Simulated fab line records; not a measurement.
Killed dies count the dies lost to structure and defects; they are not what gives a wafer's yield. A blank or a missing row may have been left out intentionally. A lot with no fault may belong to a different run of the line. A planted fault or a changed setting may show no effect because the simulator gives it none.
fab line records ; flow sky130
[record] lots = 12; wafers = 36; last_day = 50
route steps=708 shown CAPM@537 VIA3@586 CAP2M@617 PAD_OPEN@708
lots untouched by any fault: they come from a run of this same line in which no faults occurred
start_h: hours from the record's opening day to when the first of the lot's shown wafers began ; wait_h: hours since the lot's step before ; " unchanged from the row above ; L1.1+2: a single row standing in for several wafers ; - no value, or no start was given ; * or withheld: withheld ; < > ~ a bound
route shown NAME@n: a module of which the file shows steps, and the number in the route of the first ; usual: mean/standard deviation of fault-free wafers ; same: alike in all rows ; chamber/n: place in a boat ; sites: readings site by site ; _std_site: standard deviation across them ; _edge_site: inner sites' mean taken away from outer sites' mean ; radius_mm: how far each site lies from the wafer's centre ; mask NAME#n: copy n ; behind: the last tool/chamber to shape the wafer ; hold: why the lot was held/for how many hours/how that ended ; device: the n, p or np transistor that did not switch ; end of line: tests run on the same wafers once the route is complete ; step lacking rows: just its recipe ; killed: not the wafer's yield, but the dies lost to structure and defects at the first sort ; map: a wafer's dies, marking killed ones x, the rest . and places with no die _
set.NAME: the setting as run; set.NAME@STEP: as run at that earlier step ; model.NAME: the simulator's own value behind a step, which no gauge read
a sample of lots followed through the steps of the route, with each step as a table and each wafer as a row
services: the hour from which a tool's chamber was out of use, counted from the record's first day as start_h (under 0 if before that day), plus the number of hours and why
[[steps]]
[step SKY_CAPM_CVD_00]
[recipe] material = SiO2; target_thk_nm = 15.5; temp_c = 400; time_s = withheld; rf_w = 450
[usual] heater_power_w = 688/110
lot.wafer;tool;chamber;start_h;wait_h;heater_power_w
L823.2;pecvd-04;1;852.16;0.0;585
L823.4;pecvd-04;1;852.16;0.0;564
L823.5;pecvd-04;2;852.16;0.0;582
L829.2;pecvd-04;1;904.00;0.0;534
L829.4;pecvd-04;0;904.00;0.0;565
L829.5;pecvd-04;1;904.00;0.0;525
L830.2;pecvd-02;2;925.87;0.0;858
L830.4;pecvd-02;1;925.87;0.0;938
L830.5;pecvd-02;0;925.87;0.0;636
L833.1;pecvd-01;1;931.17;0.0;806
L833.3;pecvd-01;2;931.17;0.0;730
L833.4;pecvd-01;1;931.17;0.0;829
L835.2;pecvd-01;0;954.13;0.0;749
L835.5;pecvd-01;2;954.13;0.0;640
L835.6;pecvd-01;1;954.13;0.0;863
L837.2;pecvd-04;0;973.62;0.0;649
L837.3;pecvd-04;1;973.62;0.0;529
L837.4;pecvd-04;0;973.62;0.0;682
L839.2;pecvd-01;2;979.33;0.0;723
L839.3;pecvd-01;1;979.33;0.0;719
L839.5;pecvd-01;2;979.33;0.0;747
L840.1;pecvd-04;0;979.78;0.0;652
L840.3;pecvd-04;2;979.78;0.0;659
L840.5;pecvd-04;2;979.78;0.0;646
L841.1;pecvd-04;2;982.76;0.0;610
L841.5;pecvd-04;0;982.76;0.0;652
L841.6;pecvd-04;1;982.76;0.0;537
L842.1;pecvd-01;0;988.86;0.0;677
L842.3;pecvd-01;1;988.86;0.0;827
L842.4;pecvd-01;1;988.86;0.0;817
L843.2;pecvd-04;1;989.28;0.0;563
L843.4;pecvd-04;1;989.28;0.0;566
L843.5;pecvd-04;0;989.28;0.0;579
L844.1;pecvd-01;1;1005.36;0.0;848
L844.2;pecvd-01;0;1005.36;0.0;650
L844.6;pecvd-01;1;1005.36;0.0;872
[step SKY_CAPM_RS_MEAS_03]
[recipe] thk_meas_gauge = four-point-probe; reads = TiN_of_CAPM_SPUTTER_02
[usual] CAPM_TIN_RS = 6.90/0.096
lot.wafer;tool;chamber;start_h;wait_h;CAPM_TIN_RS[ohm/sq]
L823.2;film_metro-03;-;852.37;0.1;6.90
L823.4;film_metro-03;-;852.37;0.1;7.07
L823.5;film_metro-03;-;852.37;0.1;6.88
L829.2;film_metro-03;-;904.21;0.1;6.87
L829.4;film_metro-03;-;904.21;0.1;6.82
L829.5;film_metro-03;-;904.21;0.1;6.87
L830.2;film_metro-02;-;926.09;0.1;6.97
L830.4;film_metro-02;-;926.09;0.1;7.00
L830.5;film_metro-02;-;926.09;0.1;7.12
L833.1;film_metro-01;-;931.36;0.1;7.03
L833.3;film_metro-01;-;931.36;0.1;7.03
L833.4;film_metro-01;-;931.36;0.1;7.03
L835.2;film_metro-02;-;954.34;0.1;6.89
L835.5;film_metro-02;-;954.34;0.1;7.01
L835.6;film_metro-02;-;954.34;0.1;6.92
L837.2;film_metro-01;-;973.83;0.1;6.87
L837.3;film_metro-01;-;973.83;0.1;6.83
L837.4;film_metro-01;-;973.83;0.1;6.86
L839.2;film_metro-02;-;979.54;0.1;6.75
L839.3;film_metro-02;-;979.54;0.1;6.97
L839.5;film_metro-02;-;979.54;0.1;6.77
L840.1;film_metro-02;-;979.97;0.1;6.88
L840.3;film_metro-02;-;979.97;0.1;6.90
L840.5;film_metro-02;-;979.97;0.1;6.93
L841.1;film_metro-01;-;982.95;0.1;7.07
L841.5;film_metro-01;-;982.95;0.1;7.12
L841.6;film_metro-01;-;982.95;0.1;6.97
L842.1;film_metro-03;-;989.05;0.1;6.88
L842.3;film_metro-03;-;989.05;0.1;6.80
L842.4;film_metro-03;-;989.05;0.1;6.84
L843.2;film_metro-02;-;989.49;0.1;6.95
L843.4;film_metro-02;-;989.49;0.1;6.80
L843.5;film_metro-02;-;989.49;0.1;6.85
L844.1;film_metro-01;-;1005.55;0.1;6.91
L844.2;film_metro-01;-;1005.55;0.1;6.87
L844.6;film_metro-01;-;1005.55;0.1;6.84
[step SKY_VIA3_OVL_MEAS_13]
[usual] VIA3_OVL = -4/6.4
lot.wafer;tool;chamber;start_h;wait_h;VIA3_OVL[nm]
L823.2;overlay-01;-;930.56;0.1;4
L823.4;overlay-01;-;930.56;0.1;3
L823.5;overlay-01;-;930.56;0.1;-10
L829.2;overlay-01;-;979.93;0.1;-8
L829.4;overlay-01;-;979.93;0.1;0
L829.5;overlay-01;-;979.93;0.1;-8
L830.2;overlay-02;-;999.31;0.1;-2
L830.4;overlay-02;-;999.31;0.1;-2
L830.5;overlay-02;-;999.31;0.1;1
L833.1;overlay-02;-;1005.17;0.1;-12
L833.3;overlay-02;-;1005.17;0.1;-1
L833.4;overlay-02;-;1005.17;0.1;-12
L835.2;overlay-02;-;1027.22;0.1;2
L835.5;overlay-02;-;1027.22;0.1;-2
L835.6;overlay-02;-;1027.22;0.1;0
L837.2;overlay-01;-;1043.68;0.1;0
L837.3;overlay-01;-;1043.68;0.1;1
L837.4;overlay-01;-;1043.68;0.1;2
L839.2;overlay-01;-;1049.66;0.1;-3
L839.3;overlay-01;-;1049.66;0.1;-4
L839.5;overlay-01;-;1049.66;0.1;-7
L840.1;overlay-02;-;1050.01;0.1;5
L840.3;overlay-02;-;1050.01;0.1;6
L840.5;overlay-02;-;1050.01;0.1;7
L841.1;overlay-02;-;1052.97;0.1;-11
L841.5;overlay-02;-;1052.97;0.1;-15
L841.6;overlay-02;-;1052.97;0.1;-9
L842.1;overlay-02;-;1058.67;0.1;-2
L842.3;overlay-02;-;1058.67;0.1;-5
L842.4;overlay-02;-;1058.67;0.1;-2
L843.2;overlay-02;-;1059.63;0.1;-3
L843.4;overlay-02;-;1059.63;0.1;-2
L843.5;overlay-02;-;1059.63;0.1;-4
L844.1;overlay-01;-;1074.47;0.1;-7
L844.2;overlay-01;-;1074.47;0.1;5
L844.6;overlay-01;-;1074.47;0.1;-2
[step SKY_CAP2M_STRIP_14]
[recipe] chemistry = O2/N2; power_w = 1400; pressure_mtorr = 1500; platen_temp_c = withheld; o2_flow_sccm = 3000; n2_flow_sccm = 300; overash_fraction = 0.5
[usual] chamber_pressure_mTorr = 1500.1/1.4; drypump_motor_current_A = 5.3/0.39; oes_product_au = 0.710/0.0048; strip_time_to_endpoint_s = 12.67/0.041
lot.wafer;tool;chamber;start_h;wait_h;chamber_pressure_mTorr;drypump_motor_current_A;oes_product_au;rf_hours_counter_h;strip_time_to_endpoint_s
L823.2;plasma_asher-02;1;956.52;0.1;1499.3;4.9;0.711;21;12.63
L823.4;plasma_asher-02;1;956.52;0.1;1498.1;4.9;0.710;-;12.61
L823.5;plasma_asher-02;1;956.52;0.1;1499.7;5.0;0.709;-;12.63
L829.2;plasma_asher-01;0;1004.75;0.1;-;-;-;-;-
L829.4;plasma_asher-01;1;1004.75;0.1;-;-;-;-;-
L829.5;plasma_asher-01;1;1004.75;0.1;-;-;-;-;-
L830.2;plasma_asher-04;0;1024.00;0.1;-;-;-;-;-
L830.4;plasma_asher-04;0;1024.00;0.1;-;-;-;-;-
L830.5;plasma_asher-04;1;1024.00;0.1;-;-;-;-;-
L833.1;plasma_asher-01;0;1029.59;0.1;-;-;-;-;-
L833.3;plasma_asher-01;1;1029.59;0.1;-;-;-;-;-
L833.4;plasma_asher-01;0;1029.59;0.1;-;-;-;-;-
L835.2;plasma_asher-04;0;1050.90;0.1;1499.9;5.0;0.711;119;12.64
L835.5;plasma_asher-04;1;1050.90;0.1;1498.4;5.9;0.708;-;12.62
L835.6;plasma_asher-04;0;1050.90;0.1;1500.6;5.0;0.717;-;12.65
L837.2;plasma_asher-04;1;1066.15;0.1;1497.1;5.8;0.708;0;12.59
L837.3;plasma_asher-04;0;1066.15;0.1;1502.1;5.0;0.706;-;12.63
L837.4;plasma_asher-04;1;1066.15;0.1;1500.8;5.9;0.712;-;12.67
L839.2;plasma_asher-04;1;1072.79;0.1;1501.3;5.9;0.715;0;12.56
L839.3;plasma_asher-04;0;1072.79;0.1;1497.9;5.0;0.702;-;12.60
L839.5;plasma_asher-04;0;1072.79;0.1;1499.4;5.0;0.714;-;12.64
L840.1;plasma_asher-01;0;1073.32;0.1;1500.6;5.4;0.713;90;12.71
L840.3;plasma_asher-01;0;1073.32;0.1;1500.2;5.3;0.714;-;12.71
L840.5;plasma_asher-01;1;1073.32;0.1;1500.7;5.8;0.712;-;12.73
L841.1;plasma_asher-02;0;1075.88;0.1;1501.9;5.0;0.704;33;12.76
L841.5;plasma_asher-02;0;1075.88;0.1;1502.5;5.0;0.712;-;12.68
L841.6;plasma_asher-02;1;1075.88;0.1;1499.8;4.9;0.719;-;12.75
L842.1;plasma_asher-02;0;1081.87;0.1;1501.3;5.0;0.708;34;12.66
L842.3;plasma_asher-02;0;1081.87;0.1;1500.5;5.0;0.709;-;12.70
L842.4;plasma_asher-02;1;1081.87;0.1;1500.0;4.9;0.716;-;12.63
L843.2;plasma_asher-01;0;1082.50;0.1;1498.1;5.3;0.707;91;12.67
L843.4;plasma_asher-01;0;1082.50;0.1;1501.1;5.3;0.709;-;12.66
L843.5;plasma_asher-01;1;1082.50;0.1;1502.6;5.8;0.706;-;12.69
L844.1;plasma_asher-01;1;1096.27;0.1;1502.2;5.8;0.718;93;12.69
L844.2;plasma_asher-01;0;1096.27;0.1;1500.4;5.3;0.712;93;12.70
L844.6;plasma_asher-01;1;1096.27;0.1;1499.0;5.8;0.715;-;12.72
[step SKY_PAD_OPEN_PROBE_99]
[usual] defect_limited_yield = 82.5/1.8; killed_at_M0_to_M3 = 43/6.5; killed_at_M4_up = 3.1/1.8; killed_at_contacts = 24/4.8; killed_at_front_end = 15/4.7; killed_at_other = 0.3/0.58; killed_dies = 86/8.6; killed_on_rim = 17/4.1; killed_open = 47/6.7; killed_short = 39/6.1; sort_bin_3_pad_short = 0.8/0.38; sort_bin_5_function = 10.4/1.3; sort_bin_6_memory = 6.2/1.1; sort_n_pass = 406/8.6; sort_yield_pct = 82.5/1.8
[same] gross_dies = 492; killed_at_back_side = 0; sort_bin_4_leakage[%] = 0; sort_bin_8_speed[%] = 0
lot.wafer;tool;chamber;start_h;wait_h;hold;defect_limited_yield[%];killed_at_M0_to_M3;killed_at_M4_up;killed_at_contacts;killed_at_front_end;killed_at_other;killed_dies;killed_on_rim;killed_open;killed_short;sort_bin_3_pad_short[%];sort_bin_5_function[%];sort_bin_6_memory[%];sort_n_pass;sort_yield_pct[%]
L823.2;prober-01;-;1075.75;0.1;-;82.3;41;4;26;15;1;87;16;49;38;1.0;8.7;7.9;405;82.3
L823.4;prober-01;-;1075.85;0.2;-;85.4;31;4;23;14;0;72;14;34;38;1.0;8.3;5.3;420;85.4
L823.5;prober-01;-;1075.90;0.2;-;79.1;48;2;34;17;2;103;20;58;45;1.2;11.4;8.3;389;79.1
L829.2;prober-02;-;1117.09;0.1;await_dispo/6.6h/scrap;0.4;7;1;4;2;476;490;96;9;5;28.7;69.1;1.8;2;0.4
L829.4;prober-02;-;1117.19;0.2;await_dispo/6.6h/scrap;0.8;11;1;6;6;464;488;95;15;9;24.2;73.2;1.8;4;0.8
L829.5;prober-02;-;1117.24;0.2;await_dispo/6.6h/scrap;0.2;11;2;3;3;472;491;95;11;8;27.4;69.7;2.6;1;0.2
L830.2;prober-02;-;1135.01;0.1;await_dispo/1.2h/scrap;0.8;8;1;2;2;475;488;96;10;3;24.2;71.5;3.5;4;0.8
L830.4;prober-02;-;1135.11;0.2;await_dispo/1.2h/scrap;0.4;10;0;8;1;471;490;96;12;7;25.4;72.2;2.0;2;0.4
L830.5;prober-02;-;1135.16;0.2;await_dispo/1.2h/scrap;0.6;5;0;3;2;479;489;96;6;4;25.8;70.7;2.8;3;0.6
L833.1;prober-01;-;1137.43;0.1;await_dispo/2.7h/scrap;0.6;5;1;4;3;476;489;95;3;10;24.2;72.0;3.3;3;0.6
L833.3;prober-01;-;1137.53;0.2;await_dispo/2.7h/scrap;0.2;13;0;4;2;472;491;96;11;8;24.2;73.6;2.0;1;0.2
L833.4;prober-01;-;1137.58;0.2;await_dispo/2.7h/scrap;0.4;6;0;4;6;474;490;96;9;8;25.4;70.1;4.1;2;0.4
L835.2;prober-02;-;1157.12;0.1;-;80.9;52;2;28;12;0;94;15;52;42;1.0;12.0;6.1;398;80.9
L835.5;prober-02;-;1157.27;0.2;-;80.9;44;7;23;20;0;94;17;42;52;0.8;10.4;7.9;398;80.9
L835.6;prober-02;-;1157.32;0.2;-;83.1;35;3;26;19;0;83;17;48;35;1.4;10.0;5.5;409;83.1
L837.2;prober-01;-;1169.98;0.1;-;82.3;55;0;18;14;0;87;22;49;38;1.2;10.0;6.5;405;82.3
L837.3;prober-01;-;1170.03;0.2;-;79.3;53;6;23;20;0;102;20;59;43;1.2;13.6;5.9;390;79.3
L837.4;prober-01;-;1170.08;0.2;-;82.5;35;3;35;13;0;86;15;50;36;0.8;9.3;7.3;406;82.5
L839.2;prober-01;-;1176.09;0.1;-;81.1;53;0;23;17;0;93;22;51;42;0.6;12.0;6.3;399;81.1
L839.3;prober-01;-;1176.14;0.2;-;84.3;49;2;13;11;2;77;14;44;33;1.0;8.9;5.7;415;84.3
L839.5;prober-01;-;1176.24;0.2;-;84.8;36;5;21;12;1;75;18;37;38;0.4;9.6;5.3;417;84.8
L840.1;prober-02;-;1177.00;0.1;-;82.9;30;3;30;21;0;84;15;47;37;1.4;9.8;5.9;408;82.9
L840.3;prober-02;-;1177.10;0.2;-;82.9;39;2;30;13;0;84;16;53;31;1.4;9.3;6.3;408;82.9
L840.5;prober-02;-;1177.20;0.2;-;85.2;34;3;16;20;0;73;11;48;25;0.8;8.7;5.3;419;85.2
L841.1;prober-01;-;1177.89;0.1;-;83.7;38;1;27;14;0;80;19;39;41;0.6;10.2;5.5;412;83.7
L841.5;prober-01;-;1178.09;0.2;-;82.9;35;3;28;18;0;84;16;48;36;1.4;10.2;5.5;408;82.9
L841.6;prober-01;-;1178.14;0.2;-;84.1;34;3;25;16;0;78;15;47;31;0.6;8.7;6.5;414;84.1
L842.1;prober-02;-;1183.72;0.1;-;82.9;44;7;22;11;0;84;18;47;37;0.6;9.6;6.9;408;82.9
L842.3;prober-02;-;1183.82;0.2;-;83.5;35;3;29;14;0;81;13;41;40;0.8;10.0;5.7;411;83.5
L842.4;prober-02;-;1183.87;0.2;-;84.1;34;7;24;13;0;78;18;41;37;0.8;8.3;6.7;414;84.1
L843.2;prober-01;-;1185.02;0.1;-;82.3;55;2;24;6;0;87;21;52;35;0.8;11.4;5.5;405;82.3
L843.4;prober-01;-;1185.12;0.2;-;84.3;44;2;17;14;0;77;16;43;34;0.8;9.8;5.1;415;84.3
L843.5;prober-01;-;1185.17;0.2;-;84.1;40;6;15;17;0;78;19;47;31;0.4;10.2;5.3;414;84.1
L844.1;prober-02;-;1193.96;0.1;-;81.1;49;3;25;15;1;93;16;49;44;0.6;10.8;7.5;399;81.1
L844.2;prober-02;-;1194.01;0.1;-;83.5;30;1;28;21;1;81;18;53;28;1.0;9.8;5.7;411;83.5
L844.6;prober-02;-;1194.21;0.2;-;82.7;35;6;31;13;0;85;17;55;30;1.0;10.8;5.5;407;82.7
// killed by level:class
L823.2 CONTACT:geometric_particle:open=8 VIA1:geometric_particle:open=8 LI_CONTACT:geometric_particle:open=7 POLY_GATE:geometric_particle:open=5 LOCAL_INTERCONNECT:geometric_particle:short=5 VIA2:geometric_particle:open=4 POLY_GATE:geometric_particle:short=4 METAL2:geometric_particle:short=4
L823.4 VIA1:geometric_particle:open=10 METAL2:geometric_particle:short=7 LI_CONTACT:geometric_particle:open=7 LOCAL_INTERCONNECT:geometric_particle:short=5 CONTACT:geometric_particle:open=5 POLY_GATE:geometric_particle:short=4 CONTACT:geometric_particle:short=4 FIELD_ISO:geometric_particle:open=3
L823.5 VIA3:geometric_particle:open=15 VIA1:geometric_particle:open=11 LOCAL_INTERCONNECT:geometric_particle:short=9 LI_CONTACT:geometric_particle:open=8 CONTACT:geometric_particle:open=7 FIELD_ISO:geometric_particle:short=6 LI_CONTACT:geometric_particle:short=6 FIELD_ISO:geometric_particle:open=5
L829.2 CAP2M:plasma_strip_residue=476 LOCAL_INTERCONNECT:geometric_particle:short=2 VIA1:geometric_particle:open=2 VIA2:geometric_particle:open=2 FIELD_ISO:geometric_particle:open=1 FIELD_ISO:geometric_particle:short=1 LI_CONTACT:geometric_particle:open=1 CONTACT:geometric_particle:open=1
L829.4 CAP2M:plasma_strip_residue=464 VIA1:geometric_particle:open=5 FIELD_ISO:geometric_particle:open=3 POLY_GATE:geometric_particle:short=3 LI_CONTACT:geometric_particle:open=2 LOCAL_INTERCONNECT:geometric_particle:short=2 METAL1:geometric_particle:open=2 METAL1:geometric_particle:short=2
L829.5 CAP2M:plasma_strip_residue=472 VIA1:geometric_particle:open=3 CONTACT:geometric_particle:open=3 POLY_GATE:geometric_particle:open=2 VIA2:geometric_particle:open=2 VIA3:geometric_particle:short=2 METAL4:geometric_particle:short=2 FIELD_ISO:geometric_particle:short=1
L830.2 CAP2M:plasma_strip_residue=475 FIELD_ISO:geometric_particle:open=2 VIA2:geometric_particle:open=2 CONTACT:geometric_particle:open=2 VIA1:geometric_particle:open=2 METAL1:geometric_particle:open=1 METAL2:geometric_particle:open=1 VIA2:geometric_particle:short=1
L830.4 CAP2M:plasma_strip_residue=471 VIA1:geometric_particle:open=4 CONTACT:geometric_particle:short=3 METAL1:geometric_particle:short=3 LI_CONTACT:geometric_particle:open=2 CONTACT:geometric_particle:open=2 VIA2:geometric_particle:open=2 FIELD_ISO:geometric_particle:open=1
L830.5 CAP2M:plasma_strip_residue=479 CONTACT:geometric_particle:open=2 FIELD_ISO:geometric_particle:open=1 POLY_GATE:geometric_particle:open=1 LI_CONTACT:geometric_particle:short=1 METAL1:geometric_particle:short=1 METAL2:geometric_particle:short=1 VIA2:geometric_particle:open=1
L833.1 CAP2M:plasma_strip_residue=476 LI_CONTACT:geometric_particle:short=3 METAL3:geometric_particle:short=2 FIELD_ISO:geometric_particle:short=1 POLY_GATE:geometric_particle:open=1 SPACER:geometric_particle:short=1 METAL2:geometric_particle:short=1 LOCAL_INTERCONNECT:geometric_particle:open=1
L833.3 CAP2M:plasma_strip_residue=472 VIA1:geometric_particle:open=4 METAL2:geometric_particle:short=4 LI_CONTACT:geometric_particle:open=2 VIA3:geometric_particle:open=2 FIELD_ISO:geometric_particle:short=1 POLY_CUT:geometric_particle:open=1 LOCAL_INTERCONNECT:geometric_particle:short=1
L833.4 CAP2M:plasma_strip_residue=473 POLY_GATE:geometric_particle:short=3 VIA1:geometric_particle:open=3 FIELD_ISO:geometric_particle:open=2 METAL1:geometric_particle:short=2 POLY_CUT:geometric_particle:short=1 LI_CONTACT:geometric_particle:short=1 LI_CONTACT:geometric_particle:open=1
L835.2 CONTACT:geometric_particle:open=12 VIA1:geometric_particle:short=11 VIA1:geometric_particle:open=8 VIA2:geometric_particle:open=7 METAL1:geometric_particle:short=7 LI_CONTACT:geometric_particle:open=6 METAL3:geometric_particle:short=6 LOCAL_INTERCONNECT:geometric_particle:short=5
L835.5 CONTACT:geometric_particle:open=9 VIA1:geometric_particle:open=8 FIELD_ISO:geometric_particle:short=7 METAL2:geometric_particle:short=7 LOCAL_INTERCONNECT:geometric_particle:short=6 METAL4:geometric_particle:short=6 VIA3:geometric_particle:open=6 POLY_GATE:geometric_particle:short=5
L835.6 CONTACT:geometric_particle:open=12 VIA3:geometric_particle:open=9 FIELD_ISO:geometric_particle:open=8 METAL2:geometric_particle:short=7 LI_CONTACT:geometric_particle:open=6 VIA1:geometric_particle:open=6 FIELD_ISO:geometric_particle:short=5 METAL1:geometric_particle:short=4
L837.2 VIA1:geometric_particle:open=14 METAL2:geometric_particle:short=13 CONTACT:geometric_particle:open=10 VIA3:geometric_particle:open=8 METAL1:geometric_particle:short=5 POLY_GATE:geometric_particle:short=4 VIA2:geometric_particle:open=4 VIA3:geometric_particle:short=4
L837.3 CONTACT:geometric_particle:open=10 VIA1:geometric_particle:open=10 VIA2:geometric_particle:open=9 VIA1:geometric_particle:short=6 POLY_GATE:geometric_particle:open=5 LI_CONTACT:geometric_particle:open=5 METAL3:geometric_particle:short=5 METAL4:geometric_particle:short=5
L837.4 LI_CONTACT:geometric_particle:open=9 CONTACT:geometric_particle:open=9 VIA2:geometric_particle:open=8 LOCAL_INTERCONNECT:geometric_particle:short=7 VIA1:geometric_particle:open=7 VIA3:geometric_particle:open=6 FIELD_ISO:geometric_particle:short=4 LI_CONTACT:geometric_particle:short=4
L839.2 VIA1:geometric_particle:open=13 LI_CONTACT:geometric_particle:open=8 METAL2:geometric_particle:short=6 VIA1:geometric_particle:short=6 METAL1:geometric_particle:short=6 METAL1:geometric_particle:open=5 VIA3:geometric_particle:open=5 FIELD_ISO:geometric_particle:open=4
L839.3 VIA1:geometric_particle:open=10 METAL1:geometric_particle:short=9 VIA2:geometric_particle:open=9 CONTACT:geometric_particle:open=8 POLY_GATE:geometric_particle:open=5 VIA2:geometric_particle:short=5 VIA3:geometric_particle:open=5 POLY_GATE:geometric_particle:short=4
L839.5 VIA1:geometric_particle:open=7 CONTACT:geometric_particle:open=6 VIA3:geometric_particle:open=6 VIA1:geometric_particle:short=5 POLY_GATE:geometric_particle:short=4 METAL4:geometric_particle:short=4 LI_CONTACT:geometric_particle:open=4 CONTACT:geometric_particle:short=4
L840.1 POLY_GATE:geometric_particle:open=11 LI_CONTACT:geometric_particle:open=9 VIA1:geometric_particle:open=9 LI_CONTACT:geometric_particle:short=8 CONTACT:geometric_particle:open=7 METAL1:geometric_particle:short=6 CONTACT:geometric_particle:short=4 VIA3:geometric_particle:open=4
L840.3 VIA1:geometric_particle:open=13 LI_CONTACT:geometric_particle:open=11 CONTACT:geometric_particle:open=10 POLY_GATE:geometric_particle:open=6 VIA2:geometric_particle:short=5 METAL2:geometric_particle:short=5 VIA1:geometric_particle:short=4 CONTACT:geometric_particle:short=4
L840.5 VIA1:geometric_particle:open=10 POLY_GATE:geometric_particle:open=8 LI_CONTACT:geometric_particle:open=7 VIA1:geometric_particle:short=7 FIELD_ISO:geometric_particle:short=6 CONTACT:geometric_particle:open=5 VIA3:geometric_particle:open=5 VIA2:geometric_particle:open=5
L841.1 CONTACT:geometric_particle:short=9 CONTACT:geometric_particle:open=8 METAL2:geometric_particle:short=8 METAL1:geometric_particle:short=7 VIA2:geometric_particle:open=7 LI_CONTACT:geometric_particle:open=6 VIA3:geometric_particle:open=5 FIELD_ISO:geometric_particle:open=3
L841.5 VIA1:geometric_particle:open=11 CONTACT:geometric_particle:open=9 LI_CONTACT:geometric_particle:open=7 CONTACT:geometric_particle:short=7 VIA3:geometric_particle:open=6 POLY_GATE:geometric_particle:short=6 METAL1:geometric_particle:short=5 VIA3:geometric_particle:short=4
L841.6 CONTACT:geometric_particle:open=10 VIA1:geometric_particle:open=10 CONTACT:geometric_particle:short=7 POLY_GATE:geometric_particle:short=6 VIA3:geometric_particle:open=5 FIELD_ISO:geometric_particle:open=4 LI_CONTACT:geometric_particle:open=4 VIA1:geometric_particle:short=4
L842.1 VIA3:geometric_particle:open=12 VIA1:geometric_particle:open=7 CONTACT:geometric_particle:open=7 METAL2:geometric_particle:short=7 METAL4:geometric_particle:short=6 LI_CONTACT:geometric_particle:open=5 CONTACT:geometric_particle:short=5 FIELD_ISO:geometric_particle:open=4
L842.3 LOCAL_INTERCONNECT:geometric_particle:short=8 CONTACT:geometric_particle:open=8 VIA1:geometric_particle:open=8 LI_CONTACT:geometric_particle:open=7 CONTACT:geometric_particle:short=6 VIA3:geometric_particle:short=4 FIELD_ISO:geometric_particle:short=4 METAL1:geometric_particle:short=4
L842.4 CONTACT:geometric_particle:open=10 LI_CONTACT:geometric_particle:open=6 METAL4:geometric_particle:short=6 METAL2:geometric_particle:short=6 VIA2:geometric_particle:open=5 CONTACT:geometric_particle:short=4 METAL1:geometric_particle:short=4 VIA1:geometric_particle:open=4
L843.2 VIA1:geometric_particle:open=20 LI_CONTACT:geometric_particle:open=9 CONTACT:geometric_particle:open=8 VIA1:geometric_particle:short=7 VIA3:geometric_particle:open=7 METAL3:geometric_particle:short=5 LI_CONTACT:geometric_particle:short=4 METAL2:geometric_particle:short=4
L843.4 VIA1:geometric_particle:open=11 METAL2:geometric_particle:short=7 CONTACT:geometric_particle:open=6 VIA3:geometric_particle:open=6 VIA2:geometric_particle:open=6 POLY_GATE:geometric_particle:short=5 POLY_GATE:geometric_particle:open=3 LI_CONTACT:geometric_particle:open=3
L843.5 VIA1:geometric_particle:open=10 VIA3:geometric_particle:open=8 VIA2:geometric_particle:open=7 FIELD_ISO:geometric_particle:open=6 LI_CONTACT:geometric_particle:open=6 FIELD_ISO:geometric_particle:short=4 VIA2:geometric_particle:short=4 METAL4:geometric_particle:short=4
L844.1 METAL1:geometric_particle:short=10 VIA1:geometric_particle:open=9 CONTACT:geometric_particle:open=8 POLY_GATE:geometric_particle:open=7 VIA3:geometric_particle:open=7 LOCAL_INTERCONNECT:geometric_particle:short=6 VIA2:geometric_particle:open=6 CONTACT:geometric_particle:short=5
L844.2 CONTACT:geometric_particle:open=13 FIELD_ISO:geometric_particle:open=8 VIA1:geometric_particle:open=7 POLY_GATE:geometric_particle:short=6 LI_CONTACT:geometric_particle:open=6 VIA3:geometric_particle:open=5 LOCAL_INTERCONNECT:geometric_particle:short=4 CONTACT:geometric_particle:short=4
L844.6 CONTACT:geometric_particle:open=15 VIA3:geometric_particle:open=9 VIA2:geometric_particle:open=8 LI_CONTACT:geometric_particle:open=6 METAL1:geometric_particle:short=6 CONTACT:geometric_particle:short=5 VIA1:geometric_particle:open=5 FIELD_ISO:geometric_particle:open=4
[[services]]
tool;chamber;start_h;hours;kind
pecvd-04;1;856.04;2.1;scheduled_down
pecvd-02;1;856.51;12.5;repair
plasma_asher-04;-;863.47;1.0;repair
pecvd-04;0;865.27;2.1;scheduled_down
pecvd-04;2;890.02;2.1;scheduled_down
pecvd-04;-;918.20;2.8;pm
pecvd-04;0;921.07;5.5;scheduled_down
plasma_asher-01;-;928.51;3.1;repair
pecvd-01;-;928.88;0.7;repair
pecvd-01;0;961.54;2.1;scheduled_down
plasma_asher-01;-;982.43;0.4;repair
plasma_asher-01;-;999.09;3.7;repair
pecvd-04;1;999.38;-;clean
pecvd-04;1;999.38;-;consumable_replace:showerhead
pecvd-04;1;999.38;29.0;scheduled_down
pecvd-04;1;999.38;29.0;vent_cycle
plasma_asher-04;-;1002.51;14.0;repair
plasma_asher-02;-;1008.19;2.8;pm
plasma_asher-01;-;1018.19;0.9;repair
pecvd-02;-;1020.06;0.5;repair
plasma_asher-04;-;1055.25;9.0;pm
pecvd-01;-;1057.22;6.0;pm
plasma_asher-02;-;1063.33;0.8;repair
plasma_asher-04;-;1070.68;2.0;repair
[[key]]
[first_sign] step = SKY_CAP2M_STRIP_14; reading = tool_record; direction = missing
[effect] step = SKY_PAD_OPEN_PROBE_99; reading = killed_at_other; direction = up; sigmas = 99+; usual = 0.3; struck = 473.2
met_at SKY_CAP2M_STRIP_14
struck_lots L829,L830,L833
later_rows_left_out L829.2,L829.4,L829.5,L830.2,L830.4,L830.5,L833.1,L833.3,L833.4
not_acting_at SKY_CAPM_CVD_00,SKY_CAPM_RS_MEAS_03,SKY_VIA3_OVL_MEAS_13
[fault] kind = skipped_step_whole; tool = plasma_asher-01,plasma_asher-04; chamber = -; onset_h = 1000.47; steps = SKY_CAP2M_STRIP_14; scope = struck_lots_only
// later_rows_left_out: the simulator's readings of these wafers behind a module that went badly wrong aren't trusted and aren't shown, but for the sort
